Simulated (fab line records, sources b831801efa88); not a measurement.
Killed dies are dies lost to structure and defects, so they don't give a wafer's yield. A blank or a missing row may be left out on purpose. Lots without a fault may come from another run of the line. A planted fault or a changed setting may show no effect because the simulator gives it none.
A struck lot beside a sound one | flow gf180mcu | 32 steps out of a route of 602
Sound: wafers L235.1, L235.2, L235.4. Struck: wafers L242.1, L242.5, L242.6. The cause comes at the end.
At each step with rows: each side's tool, then ch and its chambers, then its first start. Under that, the readings that differ: sound wafers | struck wafers | difference of the means | sigmas: that difference in standard deviations of wafers without a fault.
alike: readings whose means differ by less than 2 such deviations, and words and numbers that are the same on both sides. not compared: withheld readings, readings that some wafer has no value for, bounds like >300 that may hide the same value, and numbers for which the record gives no deviation and whose values overlap.
The two part at a step that has a row with sigmas, a row that says differs or no value, or rows on one side only. Numbers that don't overlap but have no deviation are shown without sigmas and don't part them. A reading that every wafer of one side lacks parts them only if that side has two wafers or more.

first, 7 steps without rows for these wafers: GF_HV_LDD_DEHYDRATE_24 (time 60 s); GF_HV_LDD_HMDS_25 (prime time 60 s); GF_HV_LDD_COAT_26 (resist thk 1000 nm); GF_HV_LDD_SOFTBAKE_27 (time 60 s); GF_HV_LDD_EXPOSE_28 (exposes mask Nplus HV AREA, target cd 400 nm); GF_HV_LDD_PEB_29; GF_HV_LDD_DEVELOP_30 (develop time 60 s).
GF_HV_LDD_CD_MEAS_31: target cd 400 nm.
  sound on cd_sem-02, day 11 12:11; struck on cd_sem-01, day 13 17:29
  alike: cd_nm
GF_HV_LDD_OVL_MEAS_32:
  sound on overlay-01, day 11 12:19; struck on overlay-01, day 13 17:37
  alike: HV_LDD_02_OVL
then, 3 steps without rows for these wafers: GF_HV_LDD_IMPLANT_33; GF_HV_LDD_IMPLANT_34; GF_HV_LDD_IMPLANT_35.
GF_HV_LDD_IMPLANT_36:
  sound on implanter-03 ch 0, day 11 12:47; struck on implanter-01 ch 0, day 13 18:05
  reading            | sound                | struck               | difference | sigmas
  tilt_deg (degrees) | 30.017 30.037 30.030 | 28.506 28.515 28.508 | -1.518     | -72
GF_HV_LDD_STRIP_37: strips in O2/N2.
  sound on plasma_asher-02 ch 0,1, day 11 12:56; struck on plasma_asher-04 ch 0,1, day 13 18:14
  alike: drypump_motor_current_A, heater_power_w, n2_flow_sccm, oes_product_au, strip_time_to_endpoint_s
  not compared: rf_hours_counter_h
GF_HV_LDD_TW_MEAS_38:
  sound on film_metro-02, day 11 13:02; struck on film_metro-03, day 13 18:20
  reading     | sound          | struck         | difference | sigmas
  HV_LDD_3_TW | 1429 1429 1421 | 1472 1476 1474 | +48        | +3
then, 7 steps without rows for these wafers: GF_HV_LDD_DEHYDRATE_39 (time 60 s); GF_HV_LDD_HMDS_40 (prime time 60 s); GF_HV_LDD_COAT_41 (resist thk 1000 nm); GF_HV_LDD_SOFTBAKE_42 (time 60 s); GF_HV_LDD_EXPOSE_43 (exposes mask Pplus HV AREA, target cd 400 nm); GF_HV_LDD_PEB_44; GF_HV_LDD_DEVELOP_45 (develop time 60 s).
GF_HV_LDD_CD_MEAS_46: target cd 400 nm.
  sound on cd_sem-02, day 12 07:43; struck on cd_sem-02, day 14 14:56
  alike: cd_nm
GF_HV_LDD_OVL_MEAS_47:
  sound on overlay-02, day 12 07:50; struck on overlay-02, day 14 15:04
  alike: HV_LDD_03_OVL
then, 1 step without rows for these wafers: GF_HV_LDD_IMPLANT_48.
GF_HV_LDD_STRIP_49: strips in O2/N2.
  sound on plasma_asher-02 ch 0,1, day 12 08:02; struck on plasma_asher-01 ch 0,1, day 14 15:14
  reading             | sound             | struck            | difference | sigmas
  n2_flow_sccm (sccm) | 298.3 298.6 299.6 | 302.2 299.5 301.5 | +2.2       | +2
  alike: drypump_motor_current_A, heater_power_w, oes_product_au, strip_time_to_endpoint_s
  not compared: rf_hours_counter_h
GF_HV_LDD_TW_MEAS_50:
  sound on film_metro-01, day 12 08:08; struck on film_metro-02, day 14 15:20
  alike: HV_LDD_4_TW
then, 1 step without rows for these wafers: GF_HV_LDD_CLEAN_51 (cleans in SC1/SC2, time 150 s).
GF_HV_LDD_RTA_52: time 10 s.
  sound on rtp_anneal-01 ch 0, day 12 08:17; struck on rtp_anneal-01 ch 0, day 14 15:27
  alike: lamp_power_pct, wafer_temp_C_max
GF_HV_LDD_RS_MEAS_53: measures by four-point-probe.
  sound on film_metro-03, day 12 08:22; struck on film_metro-03, day 14 15:31
  reading            | sound             | struck | difference                    | sigmas
  HV_LDD_RS (ohm/sq) | 417.4 418.5 417.9 | - - -  | no value on the struck wafers |
then, 2 steps without rows for these wafers: GF_HV_LDD_CVD_54 (deposits SiO2 from TEOS, target thk 10 nm, time 75 s); GF_PASSIVATION_PROBE_99.

WHERE THEY PART
First at GF_HV_LDD_IMPLANT_36; last, within this record, at GF_HV_LDD_RS_MEAS_53.

WHY: what the simulator had put in
Process parameter drift: implanter-01, from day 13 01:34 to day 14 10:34, at GF_HV_LDD_IMPLANT_36. Setting tilt_deg, moved by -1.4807, from 30. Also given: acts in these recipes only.
